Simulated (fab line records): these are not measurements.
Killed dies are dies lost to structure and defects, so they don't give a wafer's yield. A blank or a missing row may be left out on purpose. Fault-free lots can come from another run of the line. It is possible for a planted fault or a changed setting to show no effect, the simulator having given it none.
Which tool is to blame? -- flow sky130 -- 13 lots with 39 wafers sampled at 3 steps, on a route of 708 steps

== WHAT THE GAUGES READ, wafer by wafer ==
SKY_FIELD_ISO_BOW_MEAS_00.
lot,measured,on,INCOMING_BOW (um)
L759,day 1 10:02,film-metro-03,4 6 1
L760,day 1 15:04,film-metro-01,1 4 1
L762,day 2 01:02,film-metro-03,0 10 8
L765,day 2 16:01,film-metro-03,-6 5 -6
L766,day 2 21:00,film-metro-01,-7 5 12
L767,day 3 02:00,film-metro-01,-8 -4 8
L771,day 3 22:00,film-metro-03,15 8 7
L774,day 4 13:01,film-metro-03,-6 7 -1
L778,day 5 09:00,film-metro-04,-6 -5 -3
L779,day 5 14:00,film-metro-04,14 8 0
L780,day 5 19:01,film-metro-01,2 2 4
L781,day 6 00:01,film-metro-01,6 -4 -7
L782,day 6 05:00,film-metro-03,-3 3 -8

SKY_METAL1_OVL_MEAS_16.
lot,measured,on,METAL1_OVL (nm)
L759,day 32 11:45,overlay-02,-5 2 2
L760,day 33 05:03,overlay-01,-2 0 -5
L762,day 33 23:53,overlay-01,-2 -8 4
L765,day 34 18:32,overlay-02,-15 -6 -9
L766,day 35 02:49,overlay-02,-5 -1 5
L767,day 36 00:02,overlay-02,-4 -5 1
L771,day 36 18:11,overlay-02,1 -12 -4
L774,day 37 18:35,overlay-01,3 5 1
L778,day 38 18:40,overlay-02,-8 -8 -10
L779,day 38 23:47,overlay-02,-5 -4 -6
L780,day 39 05:23,overlay-01,-1 2 9
L781,day 39 17:05,overlay-01,-11 1 -5
L782,day 40 01:17,overlay-01,3 6 -9

== EACH LOT AND THE TOOL THAT RAN IT (in order: tool; ch and the chambers of the sampled wafers; start) ==
lot,SKY_LDD_HVP_EXPOSE_04
L759,"iline-stepper-02 ch 0, day 20 15:28"
L760,"iline-stepper-01 ch 0, day 21 14:17"
L762,"iline-stepper-02 ch 0, day 22 09:56"
L765,"iline-stepper-01 ch 0, day 23 11:07"
L766,"iline-stepper-01 ch 0, day 23 16:50"
L767,"iline-stepper-01 ch 0, day 24 06:29"
L771,"iline-stepper-01 ch 0, day 25 13:24"
L774,"iline-stepper-01 ch 0, day 26 13:29"
L778,"iline-stepper-01 ch 0, day 27 20:58"
L779,"iline-stepper-01 ch 0, day 28 00:31"
L780,"iline-stepper-02 ch 0, day 28 06:37"
L781,"iline-stepper-01 ch 0, day 28 19:04"
L782,"iline-stepper-01 ch 0, day 29 06:20"
- SKY_LDD_HVP_EXPOSE_04: exposes mask HVPTM, target cd 700 nm.

== WHAT THE TOOLS THEMSELVES READ (means of the sampled wafers that have a number; where no wafer has one, the mark that the record gives instead) ==
The record holds no such reading with a usual standard deviation.

== THE ANSWER, worked out from the rows above alone ==
Rule: the lots themselves supply what counts as usual. Put in order of their means at a reading, lots are off if they are a third of the lots or fewer, leave a main group of 4 or more, and stand apart from it by a gap of 3 or more times the standard deviation of the main group's means; of several such gaps the widest counts. The tables above print the reading to a certain number of digits; a main group whose means all agree to those digits is not used. Also off: a lot with no number at a reading for which 4 or more lots have one. The other lots that the step has rows for count as sound. Order of review: gauges by route order, followed by the tools' own readings, for which a lot's mean as printed above is used. At the first step where some lot is off, the reading lying furthest off is the one used; lots without a number count as furthest.
Across all readings shown, no lot is off: no conclusion can be drawn from this.

== WHAT THE SIMULATOR HAD INSERTED ==
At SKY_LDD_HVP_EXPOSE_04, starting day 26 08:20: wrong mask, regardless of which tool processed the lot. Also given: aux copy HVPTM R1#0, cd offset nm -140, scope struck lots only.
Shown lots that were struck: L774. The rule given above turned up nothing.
